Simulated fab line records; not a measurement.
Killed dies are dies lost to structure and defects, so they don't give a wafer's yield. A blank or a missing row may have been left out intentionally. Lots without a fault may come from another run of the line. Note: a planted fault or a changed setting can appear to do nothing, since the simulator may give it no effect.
fab line records :: flow sky130
record:
  lots: 7
  wafers: 18
  last_day: 50
route steps=708 shown VIA2@509
lots that met no fault: from a run of the same line without faults
start_h: hours from the record's opening day to when the first of the lot's shown wafers began :: wait_h: hours from the lot's prior step to this one :: " as in the row above :: L1.1+2: a single row standing in for several wafers :: - value missing, or start not given :: * or withheld: withheld :: < > ~ a bound
route shown NAME@n: NAME is a module with steps in the file, n the number in the route of the first one :: usual: mean/standard deviation of fault-free wafers :: same: alike in all rows :: chamber/n: place in a boat :: sites: per-site readings :: _std_site: the standard deviation of these :: _edge_site: inner sites' mean taken away from outer sites' mean :: radius_mm: how far each site lies from the wafer's centre :: mask NAME#n: copy n :: behind: the last tool/chamber to shape the wafer :: hold: reason for holding the lot/hours on hold/outcome of the hold :: device: the transistor (n, p or np) that didn't switch :: end of line: at the end of the route, the tests of the same wafers :: step lacking rows: just its recipe :: killed: at the first sort, the dies lost to defects and structure; wafer yield is something else :: map: per-die view of a wafer (x killed, . not killed, _ where there is no die)
set.NAME: the setting that was run; set.NAME@STEP: the one run at that earlier step :: model.NAME: the simulator's own value behind a step, which no gauge read
lots seen at some steps along the route; tables by step, rows by wafer
services: a tool's chamber out of use, with start hour (start_h, from the record's first day; less than 0 if before it), hours out, and reason
== steps ==
step: SKY_VIA2_CMP_02
recipe:
  material: SiO2
  down_force_psi: 4
  platen_rpm: 60
  pad_velocity_m_s: 0.94248
usual:
  motor_current_A: 12.5/0.96
  retaining_ring_pressure_frac: 1.000/0.0049
lot.wafer: L974.3
tool: cmp-01
chamber: 0
start_h: 834.80
wait_h: 0.0
motor_current_A: 13.2
retaining_ring_pressure_frac: 1.005

lot.wafer: L974.2
tool: cmp-01
chamber: 1
start_h: 834.80
wait_h: 0.0
motor_current_A: 13.5
retaining_ring_pressure_frac: 0.995

lot.wafer: L974.6
tool: cmp-01
chamber: 0
start_h: 834.80
wait_h: 0.0
motor_current_A: 14.0
retaining_ring_pressure_frac: 0.997

lot.wafer: L979.4
tool: cmp-01
chamber: 3
start_h: 871.64
wait_h: 0.1
motor_current_A: 11.9
retaining_ring_pressure_frac: 1.000

lot.wafer: L979.2
tool: cmp-01
chamber: 1
start_h: 871.64
wait_h: 0.1
motor_current_A: 13.6
retaining_ring_pressure_frac: 1.011

lot.wafer: L979.6
tool: cmp-01
chamber: 2
start_h: 871.64
wait_h: 0.1
motor_current_A: 11.9
retaining_ring_pressure_frac: 1.009

lot.wafer: L983.1
tool: cmp-01
chamber: 3
start_h: 895.43
wait_h: 0.1
motor_current_A: 12.3
retaining_ring_pressure_frac: 1.000

lot.wafer: L983.4
tool: cmp-01
chamber: 2
start_h: 895.43
wait_h: 0.1
motor_current_A: 11.4
retaining_ring_pressure_frac: 1.006

lot.wafer: L983.5
tool: cmp-01
chamber: 0
start_h: 895.43
wait_h: 0.1
motor_current_A: 13.6
retaining_ring_pressure_frac: 1.005

lot.wafer: L986.2
tool: cmp-02
chamber: 3
start_h: 920.60
wait_h: 0.1
motor_current_A: 12.4
retaining_ring_pressure_frac: 1.003

lot.wafer: L986.4
tool: cmp-02
chamber: 0
start_h: 920.60
wait_h: 0.1
motor_current_A: 10.9
retaining_ring_pressure_frac: 1.004

lot.wafer: L986.5
tool: cmp-02
chamber: 1
start_h: 920.60
wait_h: 0.1
motor_current_A: 11.7
retaining_ring_pressure_frac: 1.001

lot.wafer: L991.3
tool: cmp-01
chamber: 3
start_h: 954.12
wait_h: 0.0
motor_current_A: 12.2
retaining_ring_pressure_frac: 0.995

lot.wafer: L991.4
tool: cmp-01
chamber: 1
start_h: 954.12
wait_h: 0.0
motor_current_A: 12.9
retaining_ring_pressure_frac: 0.999

lot.wafer: L994.3
tool: cmp-02
chamber: 0
start_h: 976.90
wait_h: 0.0
motor_current_A: 11.8
retaining_ring_pressure_frac: 0.992

lot.wafer: L994.1
tool: cmp-02
chamber: 2
start_h: 976.90
wait_h: 0.0
motor_current_A: 14.6
retaining_ring_pressure_frac: 0.996

lot.wafer: L996.3
tool: cmp-02
chamber: 1
start_h: 985.44
wait_h: 0.0
motor_current_A: 11.6
retaining_ring_pressure_frac: 0.998

lot.wafer: L996.6
tool: cmp-02
chamber: 1
start_h: 985.44
wait_h: 0.0
motor_current_A: 12.0
retaining_ring_pressure_frac: 0.996
step: SKY_VIA2_BOW_MEAS_03
recipe:
  mode: bow
usual:
  VIA2_BOW: 86/7.1
lot.wafer: L974.2
tool: film_metro-02
chamber: -
start_h: 835.12
wait_h: 0.2
VIA2_BOW[um]: 87

lot.wafer: L974.3
tool: film_metro-02
chamber: -
start_h: 835.12
wait_h: 0.2
VIA2_BOW[um]: 90

lot.wafer: L974.6
tool: film_metro-02
chamber: -
start_h: 835.12
wait_h: 0.2
VIA2_BOW[um]: 90

lot.wafer: L979.2
tool: film_metro-02
chamber: -
start_h: 871.91
wait_h: 0.1
VIA2_BOW[um]: 84

lot.wafer: L979.4
tool: film_metro-02
chamber: -
start_h: 871.91
wait_h: 0.1
VIA2_BOW[um]: 88

lot.wafer: L979.6
tool: film_metro-02
chamber: -
start_h: 871.91
wait_h: 0.1
VIA2_BOW[um]: 80

lot.wafer: L983.1
tool: film_metro-04
chamber: -
start_h: 895.73
wait_h: 0.2
VIA2_BOW[um]: 88

lot.wafer: L983.4
tool: film_metro-04
chamber: -
start_h: 895.73
wait_h: 0.2
VIA2_BOW[um]: 90

lot.wafer: L983.5
tool: film_metro-04
chamber: -
start_h: 895.73
wait_h: 0.2
VIA2_BOW[um]: 86

lot.wafer: L986.2
tool: film_metro-04
chamber: -
start_h: 920.82
wait_h: 0.2
VIA2_BOW[um]: 89

lot.wafer: L986.4
tool: film_metro-04
chamber: -
start_h: 920.82
wait_h: 0.2
VIA2_BOW[um]: 87

lot.wafer: L986.5
tool: film_metro-04
chamber: -
start_h: 920.82
wait_h: 0.2
VIA2_BOW[um]: 100

lot.wafer: L991.3
tool: film_metro-01
chamber: -
start_h: 954.46
wait_h: 0.3
VIA2_BOW[um]: 83

lot.wafer: L991.4
tool: film_metro-01
chamber: -
start_h: 954.46
wait_h: 0.3
VIA2_BOW[um]: 84

lot.wafer: L994.1
tool: film_metro-02
chamber: -
start_h: 977.20
wait_h: 0.1
VIA2_BOW[um]: 91

lot.wafer: L994.3
tool: film_metro-02
chamber: -
start_h: 977.20
wait_h: 0.1
VIA2_BOW[um]: 88

lot.wafer: L996.3
tool: film_metro-04
chamber: -
start_h: 985.78
wait_h: 0.3
VIA2_BOW[um]: 83

lot.wafer: L996.6
tool: film_metro-04
chamber: -
start_h: 985.78
wait_h: 0.3
VIA2_BOW[um]: 93
step: SKY_VIA2_DEHYDRATE_04
recipe:
  temp_c: 200
  time_s: 60
step: SKY_VIA2_HMDS_05
recipe:
  prime_time_s: 60
  prime_temp_c: 120
step: SKY_VIA2_COAT_06
recipe:
  resist: BARC
  temp_c: withheld
  time_s: withheld
  spin_rpm: 3000
  resist_thk_nm: 60
step: SKY_VIA2_COAT_07
recipe:
  resist: KrF-thick
  spin_rpm: 3000
  resist_thk_nm: 450
step: SKY_VIA2_SOFTBAKE_08
recipe:
  temp_c: 100
  time_s: 90
  resist: KrF-thick
step: SKY_VIA2_EXPOSE_09
recipe:
  mask_id: VIM2
  na: 0.8
  source_shape: annular
  sigma_inner: 0.55
  sigma_outer: 0.85
  target_cd_nm: 200
  dose_mj: 38
step: SKY_VIA2_PEB_10
recipe:
  peb_temp_c: withheld
  peb_time_s: withheld
  resist: KrF-thick
step: SKY_VIA2_DEVELOP_11
recipe:
  develop_time_s: 60
  resist: KrF-thick
  dev_temp_c: 21
step: SKY_VIA2_CD_MEAS_12
recipe:
  target_cd_nm: 200
usual:
  cd_nm: 200.3/1.4
lot.wafer: L974.2
tool: cd_sem-02
chamber: -
start_h: 861.09
wait_h: -
cd_nm: 200.4

lot.wafer: L974.3
tool: cd_sem-02
chamber: -
start_h: 861.09
wait_h: -
cd_nm: 200.7

lot.wafer: L974.6
tool: cd_sem-02
chamber: -
start_h: 861.09
wait_h: -
cd_nm: 200.1

lot.wafer: L979.2
tool: cd_sem-02
chamber: -
start_h: 898.10
wait_h: -
cd_nm: 201.6

lot.wafer: L979.4
tool: cd_sem-02
chamber: -
start_h: 898.10
wait_h: -
cd_nm: 201.6

lot.wafer: L979.6
tool: cd_sem-02
chamber: -
start_h: 898.10
wait_h: -
cd_nm: 200.7

lot.wafer: L983.1
tool: cd_sem-01
chamber: -
start_h: 920.97
wait_h: -
cd_nm: 201.5

lot.wafer: L983.4
tool: cd_sem-01
chamber: -
start_h: 920.97
wait_h: -
cd_nm: 201.1

lot.wafer: L983.5
tool: cd_sem-01
chamber: -
start_h: 920.97
wait_h: -
cd_nm: 201.4

lot.wafer: L986.2
tool: cd_sem-01
chamber: -
start_h: 945.29
wait_h: -
cd_nm: 201.6

lot.wafer: L986.4
tool: cd_sem-01
chamber: -
start_h: 945.29
wait_h: -
cd_nm: 202.0

lot.wafer: L986.5
tool: cd_sem-01
chamber: -
start_h: 945.29
wait_h: -
cd_nm: 201.5

lot.wafer: L991.3
tool: cd_sem-02
chamber: -
start_h: 979.11
wait_h: -
cd_nm: 199.5

lot.wafer: L991.4
tool: cd_sem-02
chamber: -
start_h: 979.11
wait_h: -
cd_nm: 198.4

lot.wafer: L994.1
tool: cd_sem-01
chamber: -
start_h: 1000.88
wait_h: -
cd_nm: 196.8

lot.wafer: L994.3
tool: cd_sem-01
chamber: -
start_h: 1000.88
wait_h: -
cd_nm: 198.0

lot.wafer: L996.3
tool: cd_sem-02
chamber: -
start_h: 1008.97
wait_h: -
cd_nm: 201.4

lot.wafer: L996.6
tool: cd_sem-02
chamber: -
start_h: 1008.97
wait_h: -
cd_nm: 201.1
step: SKY_VIA2_OVL_MEAS_13
usual:
  VIA2_OVL: 3/5.5
lot.wafer: L974.2
tool: overlay-02
chamber: -
start_h: 861.19
wait_h: 0.1
VIA2_OVL[nm]: 2

lot.wafer: L974.3
tool: overlay-02
chamber: -
start_h: 861.19
wait_h: 0.1
VIA2_OVL[nm]: 3

lot.wafer: L974.6
tool: overlay-02
chamber: -
start_h: 861.19
wait_h: 0.1
VIA2_OVL[nm]: 6

lot.wafer: L979.2
tool: overlay-02
chamber: -
start_h: 898.21
wait_h: 0.1
VIA2_OVL[nm]: 0

lot.wafer: L979.4
tool: overlay-02
chamber: -
start_h: 898.21
wait_h: 0.1
VIA2_OVL[nm]: 3

lot.wafer: L979.6
tool: overlay-02
chamber: -
start_h: 898.21
wait_h: 0.1
VIA2_OVL[nm]: -1

lot.wafer: L983.1
tool: overlay-01
chamber: -
start_h: 921.09
wait_h: 0.1
VIA2_OVL[nm]: 1

lot.wafer: L983.4
tool: overlay-01
chamber: -
start_h: 921.09
wait_h: 0.1
VIA2_OVL[nm]: 5

lot.wafer: L983.5
tool: overlay-01
chamber: -
start_h: 921.09
wait_h: 0.1
VIA2_OVL[nm]: -1

lot.wafer: L986.2
tool: overlay-01
chamber: -
start_h: 945.40
wait_h: 0.1
VIA2_OVL[nm]: 10

lot.wafer: L986.4
tool: overlay-01
chamber: -
start_h: 945.40
wait_h: 0.1
VIA2_OVL[nm]: 5

lot.wafer: L986.5
tool: overlay-01
chamber: -
start_h: 945.40
wait_h: 0.1
VIA2_OVL[nm]: 9

lot.wafer: L991.3
tool: overlay-01
chamber: -
start_h: 979.20
wait_h: 0.1
VIA2_OVL[nm]: 1

lot.wafer: L991.4
tool: overlay-01
chamber: -
start_h: 979.20
wait_h: 0.1
VIA2_OVL[nm]: 7

lot.wafer: L994.1
tool: overlay-02
chamber: -
start_h: 1001.00
wait_h: 0.1
VIA2_OVL[nm]: 5

lot.wafer: L994.3
tool: overlay-02
chamber: -
start_h: 1001.00
wait_h: 0.1
VIA2_OVL[nm]: 1

lot.wafer: L996.3
tool: overlay-01
chamber: -
start_h: 1009.06
wait_h: 0.1
VIA2_OVL[nm]: -8

lot.wafer: L996.6
tool: overlay-01
chamber: -
start_h: 1009.06
wait_h: 0.1
VIA2_OVL[nm]: 3
step: SKY_VIA2_ETCH_14
recipe:
  chemistry: N2/H2
  target: BARC
  ion_energy_ev: 200
  source_w: 500
  bias_w: 100
  pressure_mtorr: 30
  n2_flow_sccm: 100
  h2_flow_sccm: 200
  stop_on: SiO2
  time_s: 45.9
  target_depth_a: 600
usual:
  drypump_motor_current_A: 5.9/0.52
  oes_product_au: 0.854/0.0044
  run_length_s: 74.4/0.47
  throttle_valve_pct: 13.225/0.01
lot.wafer: L974.2
tool: rie_diel-03
chamber: 3
start_h: 861.22
wait_h: 0.0
drypump_motor_current_A: 5.9
oes_product_au: 0.847
rf_hours_counter_h: 3
run_length_s: 74.5
throttle_valve_pct: 13.227
model.KrF-thick_of_VIA2_COAT_07.thk_nm: 394.6

lot.wafer: L974.3
tool: rie_diel-03
chamber: 2
start_h: 861.22
wait_h: 0.0
drypump_motor_current_A: 6.0
oes_product_au: 0.851
rf_hours_counter_h: 5
run_length_s: 74.1
throttle_valve_pct: 13.219
model.KrF-thick_of_VIA2_COAT_07.thk_nm: 392.4

lot.wafer: L974.6
tool: rie_diel-03
chamber: 1
start_h: 861.22
wait_h: 0.0
drypump_motor_current_A: 5.7
oes_product_au: 0.858
rf_hours_counter_h: -
run_length_s: 74.4
throttle_valve_pct: 13.225
model.KrF-thick_of_VIA2_COAT_07.thk_nm: 392.3

lot.wafer: L979.2
tool: rie_diel-04
chamber: 1
start_h: 898.24
wait_h: 0.0
drypump_motor_current_A: 6.7
oes_product_au: 0.857
rf_hours_counter_h: 1
run_length_s: 74.4
throttle_valve_pct: 13.219
model.KrF-thick_of_VIA2_COAT_07.thk_nm: 395.1

lot.wafer: L979.4
tool: rie_diel-04
chamber: 2
start_h: 898.24
wait_h: 0.0
drypump_motor_current_A: 5.5
oes_product_au: 0.853
rf_hours_counter_h: 2
run_length_s: 74.3
throttle_valve_pct: 13.231
model.KrF-thick_of_VIA2_COAT_07.thk_nm: 393.7

lot.wafer: L979.6
tool: rie_diel-04
chamber: 1
start_h: 898.24
wait_h: 0.0
drypump_motor_current_A: 6.7
oes_product_au: 0.856
rf_hours_counter_h: -
run_length_s: 74.5
throttle_valve_pct: 13.234
model.KrF-thick_of_VIA2_COAT_07.thk_nm: 395.8

lot.wafer: L983.1
tool: rie_diel-03
chamber: 2
start_h: 921.13
wait_h: 0.0
drypump_motor_current_A: 6.0
oes_product_au: 0.852
rf_hours_counter_h: 6
run_length_s: 73.8
throttle_valve_pct: 13.224
model.KrF-thick_of_VIA2_COAT_07.thk_nm: 391

lot.wafer: L983.4
tool: rie_diel-03
chamber: 0
start_h: 921.13
wait_h: 0.0
drypump_motor_current_A: 4.8
oes_product_au: 0.851
rf_hours_counter_h: 29
run_length_s: 74.8
throttle_valve_pct: 13.228
model.KrF-thick_of_VIA2_COAT_07.thk_nm: 392.8

lot.wafer: L983.5
tool: rie_diel-03
chamber: 0
start_h: 921.13
wait_h: 0.0
drypump_motor_current_A: 4.8
oes_product_au: 0.857
rf_hours_counter_h: -
run_length_s: 74.8
throttle_valve_pct: 13.241
model.KrF-thick_of_VIA2_COAT_07.thk_nm: 392.6

lot.wafer: L986.2
tool: rie_diel-04
chamber: 1
start_h: 945.43
wait_h: 0.0
drypump_motor_current_A: 6.8
oes_product_au: 0.859
rf_hours_counter_h: 2
run_length_s: 74.5
throttle_valve_pct: 13.220
model.KrF-thick_of_VIA2_COAT_07.thk_nm: 393.4

lot.wafer: L986.4
tool: rie_diel-04
chamber: 2
start_h: 945.43
wait_h: 0.0
drypump_motor_current_A: 5.5
oes_product_au: 0.851
rf_hours_counter_h: 3
run_length_s: 74.3
throttle_valve_pct: 13.206
model.KrF-thick_of_VIA2_COAT_07.thk_nm: 394.4

lot.wafer: L986.5
tool: rie_diel-04
chamber: 1
start_h: 945.43
wait_h: 0.0
drypump_motor_current_A: 6.8
oes_product_au: 0.856
rf_hours_counter_h: -
run_length_s: 74.4
throttle_valve_pct: 13.216
model.KrF-thick_of_VIA2_COAT_07.thk_nm: 394.2

lot.wafer: L991.3
tool: rie_diel-03
chamber: 1
start_h: 979.22
wait_h: 0.0
drypump_motor_current_A: 5.7
oes_product_au: 0.928
rf_hours_counter_h: 18
run_length_s: 70.6
throttle_valve_pct: 13.226
model.KrF-thick_of_VIA2_COAT_07.thk_nm: 395.7

lot.wafer: L991.4
tool: rie_diel-03
chamber: 0
start_h: 979.22
wait_h: 0.0
drypump_motor_current_A: 4.8
oes_product_au: 0.857
rf_hours_counter_h: 31
run_length_s: 74.7
throttle_valve_pct: 13.228
model.KrF-thick_of_VIA2_COAT_07.thk_nm: 392.5

lot.wafer: L994.1
tool: rie_diel-03
chamber: 2
start_h: 1001.04
wait_h: 0.0
drypump_motor_current_A: 6.0
oes_product_au: 0.853
rf_hours_counter_h: 8
run_length_s: 73.8
throttle_valve_pct: 13.217
model.KrF-thick_of_VIA2_COAT_07.thk_nm: 393.1

lot.wafer: L994.3
tool: rie_diel-03
chamber: 1
start_h: 1001.04
wait_h: 0.0
drypump_motor_current_A: 5.7
oes_product_au: 0.926
rf_hours_counter_h: 18
run_length_s: 70.7
throttle_valve_pct: 13.234
model.KrF-thick_of_VIA2_COAT_07.thk_nm: 396.2

lot.wafer: L996.3
tool: rie_diel-03
chamber: 3
start_h: 1009.09
wait_h: 0.0
drypump_motor_current_A: 5.9
oes_product_au: 0.925
rf_hours_counter_h: 8
run_length_s: 70.6
throttle_valve_pct: 13.239
model.KrF-thick_of_VIA2_COAT_07.thk_nm: 395.5

lot.wafer: L996.6
tool: rie_diel-03
chamber: 2
start_h: 1009.09
wait_h: 0.0
drypump_motor_current_A: 6.0
oes_product_au: 0.925
rf_hours_counter_h: -
run_length_s: 69.8
throttle_valve_pct: 13.224
model.KrF-thick_of_VIA2_COAT_07.thk_nm: 397
step: SKY_VIA2_ETCH_15
recipe:
  target: SiO2
  chemistry: C4F8/O2/Ar
  target_depth_nm: 546
  stop_on: TiN
  mask_material: KrF-thick
  source_w: 1500
  bias_w: 1200
  pressure_mtorr: 40
  c4f8_flow_sccm: withheld
  O2_flow_sccm: 6
  Ar_flow_sccm: 300
  time_s: 84
usual:
  oes_product_au: 0.939/0.0049
  run_length_s: 112.6/0.47
lot.wafer: L974.2
tool: rie_diel-03
chamber: 3
start_h: 861.26
wait_h: 0.0
oes_product_au: 0.941
rf_hours_counter_h: 3
run_length_s: 112.9
model.KrF-thick_of_VIA2_COAT_07.thk_nm: 286.6

lot.wafer: L974.3
tool: rie_diel-03
chamber: 2
start_h: 861.26
wait_h: 0.0
oes_product_au: 0.938
rf_hours_counter_h: 5
run_length_s: 112.1
model.KrF-thick_of_VIA2_COAT_07.thk_nm: 281.6

lot.wafer: L974.6
tool: rie_diel-03
chamber: 1
start_h: 861.26
wait_h: 0.0
oes_product_au: 0.938
rf_hours_counter_h: -
run_length_s: 112.8
model.KrF-thick_of_VIA2_COAT_07.thk_nm: 280.6

lot.wafer: L979.2
tool: rie_diel-04
chamber: 1
start_h: 898.28
wait_h: 0.0
oes_product_au: 0.935
rf_hours_counter_h: 1
run_length_s: 112.6
model.KrF-thick_of_VIA2_COAT_07.thk_nm: 284.9

lot.wafer: L979.4
tool: rie_diel-04
chamber: 2
start_h: 898.28
wait_h: 0.0
oes_product_au: 0.936
rf_hours_counter_h: 2
run_length_s: 112.4
model.KrF-thick_of_VIA2_COAT_07.thk_nm: 283.5

lot.wafer: L979.6
tool: rie_diel-04
chamber: 1
start_h: 898.28
wait_h: 0.0
oes_product_au: 0.942
rf_hours_counter_h: -
run_length_s: 112.7
model.KrF-thick_of_VIA2_COAT_07.thk_nm: 286.1

lot.wafer: L983.1
tool: rie_diel-03
chamber: 2
start_h: 921.17
wait_h: 0.0
oes_product_au: 0.946
rf_hours_counter_h: 6
run_length_s: 112.4
model.KrF-thick_of_VIA2_COAT_07.thk_nm: 279.9

lot.wafer: L983.4
tool: rie_diel-03
chamber: 0
start_h: 921.17
wait_h: 0.0
oes_product_au: 0.945
rf_hours_counter_h: 29
run_length_s: 112.9
model.KrF-thick_of_VIA2_COAT_07.thk_nm: 283.6

lot.wafer: L983.5
tool: rie_diel-03
chamber: 0
start_h: 921.17
wait_h: 0.0
oes_product_au: 0.942
rf_hours_counter_h: -
run_length_s: 112.7
model.KrF-thick_of_VIA2_COAT_07.thk_nm: 282.9

lot.wafer: L986.2
tool: rie_diel-04
chamber: 1
start_h: 945.47
wait_h: 0.0
oes_product_au: 0.943
rf_hours_counter_h: 2
run_length_s: 112.8
model.KrF-thick_of_VIA2_COAT_07.thk_nm: 284.6

lot.wafer: L986.4
tool: rie_diel-04
chamber: 2
start_h: 945.47
wait_h: 0.0
oes_product_au: 0.936
rf_hours_counter_h: 3
run_length_s: 112.9
model.KrF-thick_of_VIA2_COAT_07.thk_nm: 285.1

lot.wafer: L986.5
tool: rie_diel-04
chamber: 1
start_h: 945.47
wait_h: 0.0
oes_product_au: 0.935
rf_hours_counter_h: -
run_length_s: 113.1
model.KrF-thick_of_VIA2_COAT_07.thk_nm: 284.8

lot.wafer: L991.3
tool: rie_diel-03
chamber: 1
start_h: 979.26
wait_h: 0.0
oes_product_au: 0.933
rf_hours_counter_h: 18
run_length_s: 112.6
model.KrF-thick_of_VIA2_COAT_07.thk_nm: 283.9

lot.wafer: L991.4
tool: rie_diel-03
chamber: 0
start_h: 979.26
wait_h: 0.0
oes_product_au: 0.937
rf_hours_counter_h: 31
run_length_s: 113.2
model.KrF-thick_of_VIA2_COAT_07.thk_nm: 282.3

lot.wafer: L994.1
tool: rie_diel-03
chamber: 2
start_h: 1001.08
wait_h: 0.0
oes_product_au: 0.939
rf_hours_counter_h: 8
run_length_s: 111.9
model.KrF-thick_of_VIA2_COAT_07.thk_nm: 283.6

lot.wafer: L994.3
tool: rie_diel-03
chamber: 1
start_h: 1001.08
wait_h: 0.0
oes_product_au: 0.937
rf_hours_counter_h: 18
run_length_s: 112.4
model.KrF-thick_of_VIA2_COAT_07.thk_nm: 285.9

lot.wafer: L996.3
tool: rie_diel-03
chamber: 3
start_h: 1009.13
wait_h: 0.0
oes_product_au: 0.942
rf_hours_counter_h: 8
run_length_s: 113.2
model.KrF-thick_of_VIA2_COAT_07.thk_nm: 288

lot.wafer: L996.6
tool: rie_diel-03
chamber: 2
start_h: 1009.13
wait_h: 0.0
oes_product_au: 0.934
rf_hours_counter_h: -
run_length_s: 112.0
model.KrF-thick_of_VIA2_COAT_07.thk_nm: 288.3
step: SKY_VIA2_STRIP_16
recipe:
  chemistry: O2/N2
  power_w: 1400
  pressure_mtorr: 1500
  platen_temp_c: withheld
  o2_flow_sccm: 3000
  n2_flow_sccm: 300
  overash_fraction: 0.5
usual:
  drypump_motor_current_A: 6.0/0.49
  oes_product_au: 0.398/0.0049
  strip_time_to_endpoint_s: 4.051/0.024
lot.wafer: L974.2
tool: plasma_asher-01
chamber: 0
start_h: 861.33
wait_h: 0.0
drypump_motor_current_A: 6.6
oes_product_au: 0.398
rf_hours_counter_h: 44
strip_time_to_endpoint_s: 4.077

lot.wafer: L974.3
tool: plasma_asher-01
chamber: 1
start_h: 861.33
wait_h: 0.0
drypump_motor_current_A: 6.0
oes_product_au: 0.389
rf_hours_counter_h: -
strip_time_to_endpoint_s: 4.028

lot.wafer: L974.6
tool: plasma_asher-01
chamber: 1
start_h: 861.33
wait_h: 0.0
drypump_motor_current_A: 6.0
oes_product_au: 0.399
rf_hours_counter_h: -
strip_time_to_endpoint_s: 4.006

lot.wafer: L979.2
tool: plasma_asher-02
chamber: 1
start_h: 898.34
wait_h: 0.0
drypump_motor_current_A: 5.4
oes_product_au: 0.404
rf_hours_counter_h: 15
strip_time_to_endpoint_s: 4.063

lot.wafer: L979.4
tool: plasma_asher-02
chamber: 1
start_h: 898.34
wait_h: 0.0
drypump_motor_current_A: 5.3
oes_product_au: 0.395
rf_hours_counter_h: -
strip_time_to_endpoint_s: 4.041

lot.wafer: L979.6
tool: plasma_asher-02
chamber: 1
start_h: 898.34
wait_h: 0.0
drypump_motor_current_A: 5.4
oes_product_au: 0.410
rf_hours_counter_h: -
strip_time_to_endpoint_s: 4.073

lot.wafer: L983.1
tool: plasma_asher-01
chamber: 1
start_h: 921.23
wait_h: 0.0
drypump_motor_current_A: 6.0
oes_product_au: 0.396
rf_hours_counter_h: 49
strip_time_to_endpoint_s: 4.012

lot.wafer: L983.4
tool: plasma_asher-01
chamber: 1
start_h: 921.23
wait_h: 0.0
drypump_motor_current_A: 6.0
oes_product_au: 0.404
rf_hours_counter_h: -
strip_time_to_endpoint_s: 4.038

lot.wafer: L983.5
tool: plasma_asher-01
chamber: 0
start_h: 921.23
wait_h: 0.0
drypump_motor_current_A: 6.6
oes_product_au: 0.394
rf_hours_counter_h: -
strip_time_to_endpoint_s: 4.035

lot.wafer: L986.2
tool: plasma_asher-01
chamber: 1
start_h: 945.53
wait_h: 0.0
drypump_motor_current_A: 6.0
oes_product_au: 0.399
rf_hours_counter_h: 52
strip_time_to_endpoint_s: 4.060

lot.wafer: L986.4
tool: plasma_asher-01
chamber: 0
start_h: 945.53
wait_h: 0.0
drypump_motor_current_A: 6.6
oes_product_au: 0.405
rf_hours_counter_h: -
strip_time_to_endpoint_s: 4.057

lot.wafer: L986.5
tool: plasma_asher-01
chamber: 0
start_h: 945.53
wait_h: 0.0
drypump_motor_current_A: 6.6
oes_product_au: 0.407
rf_hours_counter_h: -
strip_time_to_endpoint_s: 4.053

lot.wafer: L991.3
tool: plasma_asher-02
chamber: 0
start_h: 979.36
wait_h: 0.1
drypump_motor_current_A: 5.6
oes_product_au: 0.399
rf_hours_counter_h: -
strip_time_to_endpoint_s: 4.052

lot.wafer: L991.4
tool: plasma_asher-02
chamber: 1
start_h: 979.36
wait_h: 0.1
drypump_motor_current_A: 5.4
oes_product_au: 0.392
rf_hours_counter_h: -
strip_time_to_endpoint_s: 4.045

lot.wafer: L994.1
tool: plasma_asher-03
chamber: 1
start_h: 1001.14
wait_h: 0.0
drypump_motor_current_A: 5.9
oes_product_au: 0.396
rf_hours_counter_h: 84
strip_time_to_endpoint_s: 4.032

lot.wafer: L994.3
tool: plasma_asher-03
chamber: 1
start_h: 1001.14
wait_h: 0.0
drypump_motor_current_A: 5.9
oes_product_au: 0.392
rf_hours_counter_h: -
strip_time_to_endpoint_s: 4.082

lot.wafer: L996.3
tool: plasma_asher-02
chamber: 1
start_h: 1009.23
wait_h: 0.1
drypump_motor_current_A: 5.4
oes_product_au: 0.399
rf_hours_counter_h: -
strip_time_to_endpoint_s: 4.111

lot.wafer: L996.6
tool: plasma_asher-02
chamber: 1
start_h: 1009.23
wait_h: 0.1
drypump_motor_current_A: 5.4
oes_product_au: 0.399
rf_hours_counter_h: -
strip_time_to_endpoint_s: 4.095
== services ==
tool: cmp-02
chamber: -
start_h: 824.61
hours: 0.4
kind: repair

tool: cmp-02
chamber: -
start_h: 826.13
hours: 1.7
kind: repair

tool: cmp-01
chamber: -
start_h: 840.58
hours: 1.3
kind: repair

tool: cmp-01
chamber: -
start_h: 840.75
hours: 2.0
kind: repair

tool: rie_diel-04
chamber: 3
start_h: 854.77
hours: 7.2
kind: repair

tool: cmp-02
chamber: -
start_h: 858.63
hours: 2.8
kind: repair

tool: rie_diel-03
chamber: -
start_h: 867.89
hours: 2.8
kind: pm

tool: rie_diel-03
chamber: 3
start_h: 879.13
hours: 7.8
kind: repair

tool: cmp-02
chamber: -
start_h: 879.40
hours: 0.7
kind: repair

tool: rie_diel-03
chamber: 2
start_h: 881.40
hours: 19.5
kind: repair

tool: plasma_asher-01
chamber: -
start_h: 882.03
hours: 5.1
kind: repair

tool: cmp-02
chamber: -
start_h: 885.99
hours: 1.0
kind: repair

tool: rie_diel-04
chamber: -
start_h: 905.35
hours: 0.6
kind: repair

tool: cmp-02
chamber: -
start_h: 912.29
hours: 4.0
kind: pm

tool: rie_diel-03
chamber: 1
start_h: 927.38
hours: 10.7
kind: repair

tool: rie_diel-04
chamber: -
start_h: 936.89
hours: 0.9
kind: repair

tool: cmp-01
chamber: -
start_h: 938.14
hours: 0.5
kind: repair

tool: cmp-02
chamber: -
start_h: 957.93
hours: 1.7
kind: repair

tool: cmp-02
chamber: -
start_h: 958.45
hours: 1.7
kind: repair

tool: plasma_asher-01
chamber: -
start_h: 960.13
hours: 15.8
kind: pm

tool: cmp-01
chamber: -
start_h: 972.55
hours: 0.3
kind: repair

tool: rie_diel-03
chamber: -
start_h: 979.83
hours: 14.6
kind: pm

tool: cmp-01
chamber: -
start_h: 982.47
hours: 0.2
kind: repair

tool: rie_diel-03
chamber: 1
start_h: 1001.26
hours: 4.1
kind: repair
== key ==
first_sign:
  step: SKY_VIA2_ETCH_14
  reading: oes_product_au
  direction: up
  sigmas: 16
  usual: 0.854
  struck: 0.926
effect:
  step: SKY_VIA2_ETCH_14
  reading: run_length_s
  direction: down
  sigmas: 8.5
  usual: *
  struck: *
model_effect:
  step: SKY_VIA2_ETCH_14
  value: KrF-thick_of_VIA2_COAT_07.thk_nm
  without: 392.4
  struck: 396.1
model_effect:
  step: SKY_VIA2_ETCH_15
  value: KrF-thick_of_VIA2_COAT_07.thk_nm
  without: 282.8
  struck: 286.5
met_at SKY_VIA2_ETCH_14
struck_wafers L991.3,L994.3,L996.3,L996.6
sort_left_out L991.3,L994.3,L996.3,L996.6
onset_between 921.13 979.22
fault:
  kind: process_parameter_drift
  tool: rie_diel-03
  chamber: -
  onset_h: 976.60
  steps: SKY_VIA2_ETCH_14
  channel: time_s
  offset: *
  shape: step
  end_h: 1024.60
  scope: struck_wafers_only
  acts_in: *
  stated: *
sort_left_out: the simulated sort isn't trusted on such a fault, so these wafers' sort isn't shown, and their yield isn't known
